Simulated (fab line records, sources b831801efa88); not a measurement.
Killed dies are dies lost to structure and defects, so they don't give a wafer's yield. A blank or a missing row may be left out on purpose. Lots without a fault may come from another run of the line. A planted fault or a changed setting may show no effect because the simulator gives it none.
A sampling plan put to the test | flow gf180mcu | one fab line, 12 faults that these records tell of, each judged on the records of the lots that it struck
The plan is the line's own looks: the steps of the route at which a gauge or an inspection reads the wafer and doesn't change it. A look can be judged if struck wafers have a number there and the file gives its usual mean and standard deviation on fault-free wafers. Caught: at a look after the fault's first step, the mean of the struck wafers lies 4 or more of those standard deviations (sigma) from the usual mean. On the tool: the same test on the tool's own readings at the fault's steps. Another recipe on the struck wafers, or a record that is blank for them alone, also counts as caught.

THE FAULTS, as the simulator had put them in
1. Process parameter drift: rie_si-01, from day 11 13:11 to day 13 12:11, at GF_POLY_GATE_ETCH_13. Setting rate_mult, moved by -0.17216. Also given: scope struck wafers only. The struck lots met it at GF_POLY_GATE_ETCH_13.
2. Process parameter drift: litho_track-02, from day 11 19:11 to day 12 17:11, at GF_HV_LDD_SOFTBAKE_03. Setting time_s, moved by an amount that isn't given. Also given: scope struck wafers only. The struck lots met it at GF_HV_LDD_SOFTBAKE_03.
3. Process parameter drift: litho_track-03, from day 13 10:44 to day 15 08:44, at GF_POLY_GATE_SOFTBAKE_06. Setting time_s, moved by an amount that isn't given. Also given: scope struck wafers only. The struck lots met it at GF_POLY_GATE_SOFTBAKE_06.
4. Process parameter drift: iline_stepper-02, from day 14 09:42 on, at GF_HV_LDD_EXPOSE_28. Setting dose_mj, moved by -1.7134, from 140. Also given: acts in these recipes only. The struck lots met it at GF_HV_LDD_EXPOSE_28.
5. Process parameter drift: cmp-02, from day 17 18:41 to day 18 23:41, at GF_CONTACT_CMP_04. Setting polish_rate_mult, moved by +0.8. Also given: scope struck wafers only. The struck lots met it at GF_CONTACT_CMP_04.
6. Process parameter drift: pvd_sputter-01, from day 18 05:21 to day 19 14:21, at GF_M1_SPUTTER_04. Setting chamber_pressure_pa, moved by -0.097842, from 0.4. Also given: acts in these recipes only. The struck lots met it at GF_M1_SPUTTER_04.
7. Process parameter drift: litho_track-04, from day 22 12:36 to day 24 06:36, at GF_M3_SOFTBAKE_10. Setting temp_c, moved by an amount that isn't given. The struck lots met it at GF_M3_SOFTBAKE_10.
8. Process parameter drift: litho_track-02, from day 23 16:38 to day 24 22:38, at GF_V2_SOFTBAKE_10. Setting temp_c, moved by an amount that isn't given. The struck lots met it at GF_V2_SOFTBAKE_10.
9. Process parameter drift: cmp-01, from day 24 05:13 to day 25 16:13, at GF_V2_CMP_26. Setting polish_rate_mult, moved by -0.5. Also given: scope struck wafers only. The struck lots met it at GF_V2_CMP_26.
10. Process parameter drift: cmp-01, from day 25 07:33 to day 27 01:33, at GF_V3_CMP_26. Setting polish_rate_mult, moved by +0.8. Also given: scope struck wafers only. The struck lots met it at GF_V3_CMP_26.
11. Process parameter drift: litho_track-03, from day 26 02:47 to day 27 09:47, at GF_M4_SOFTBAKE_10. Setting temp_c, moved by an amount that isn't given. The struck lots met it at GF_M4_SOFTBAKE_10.
12. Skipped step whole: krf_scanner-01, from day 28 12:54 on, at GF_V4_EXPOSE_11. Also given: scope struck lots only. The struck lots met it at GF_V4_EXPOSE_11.

WHAT THE PLAN SAW
fault | on the tool itself                       | first look that catches it                      | reading, sigma | median hours from its first step to that look | hours from the fault's start to the first struck lot there | judged looks passed uncaught
1     | oes_product_au -13 sigma                 | none of the 2 looks that can be judged after it | -              | -                                             | -                                                          | 2
2     | run_length_s +82 sigma                   | not the one look that can be judged after it    | -              | -                                             | -                                                          | 1
3     | run_length_s +99 or beyond sigma         | none of the 2 looks that can be judged after it | -              | -                                             | -                                                          | 2
4     | exposure_dose_mJ_cm2 -13 sigma           | no look after it can be judged                  | -              | -                                             | -                                                          | 0
5     | time_to_endpoint_s -8.1 sigma            | none of the 2 looks that can be judged after it | -              | -                                             | -                                                          | 2
6     | chamber_pressure_pa -99 or beyond sigma  | none of the 2 looks that can be judged after it | -              | -                                             | -                                                          | 2
7     | heater_power_total_W -95 sigma           | GF_M3_CD_MEAS_14                                | cd_nm +9.1     | 10.9                                          | 21                                                         | 0
8     | heater_power_total_W +99 or beyond sigma | GF_V2_CD_MEAS_14                                | cd_nm +23      | 11.3                                          | 12                                                         | 0
9     | overpolish_run_s -99 or beyond sigma     | no look after it can be judged                  | -              | -                                             | -                                                          | 0
10    | time_to_endpoint_s -10 sigma             | none of the 2 looks that can be judged after it | -              | -                                             | -                                                          | 2
11    | heater_power_total_W -63 sigma           | GF_M4_CD_MEAS_14                                | cd_nm +9.1     | 10.7                                          | 22                                                         | 0
12    | no reading that can be judged            | no look after it can be judged                  | -              | -                                             | -                                                          | 0
A dash: the fault isn't caught, or these records don't give the number.

Caught at a look: 3 of 12. Caught on the tool: 11 of 12. By one or the other: 11 of 12.
Caught on the tool alone: faults 1, 2, 3, 4, 5, 6, 9, 10.
Caught by neither: fault 12.

THINNER SAMPLING
If the look that catches a fault measured only every second or every third lot, by lot number, the first struck lot would be measured this late in the worst case:
fault | struck lots at that look, in order of time | every lot | every second lot | every third lot
7     | L967, L970                                 | 21 h      | 46 h             | may miss all 2
8     | L271, L273                                 | 12 h      | may miss all 2   | may miss all 2
11    | L448, L449                                 | 22 h      | 23 h             | may miss all 2
Hours are from the fault's start to the first struck lot that is measured. The limit of 4 sigma was tested on all struck wafers together, so one lot alone may lie under it. Other struck lots may not be in these records.

THE LONGEST TIMED WAY FROM STEP TO LOOK
Fault 8: a median of 11.3 hours passes between GF_V2_SOFTBAKE_10 and GF_V2_CD_MEAS_14. No look between them can be judged.
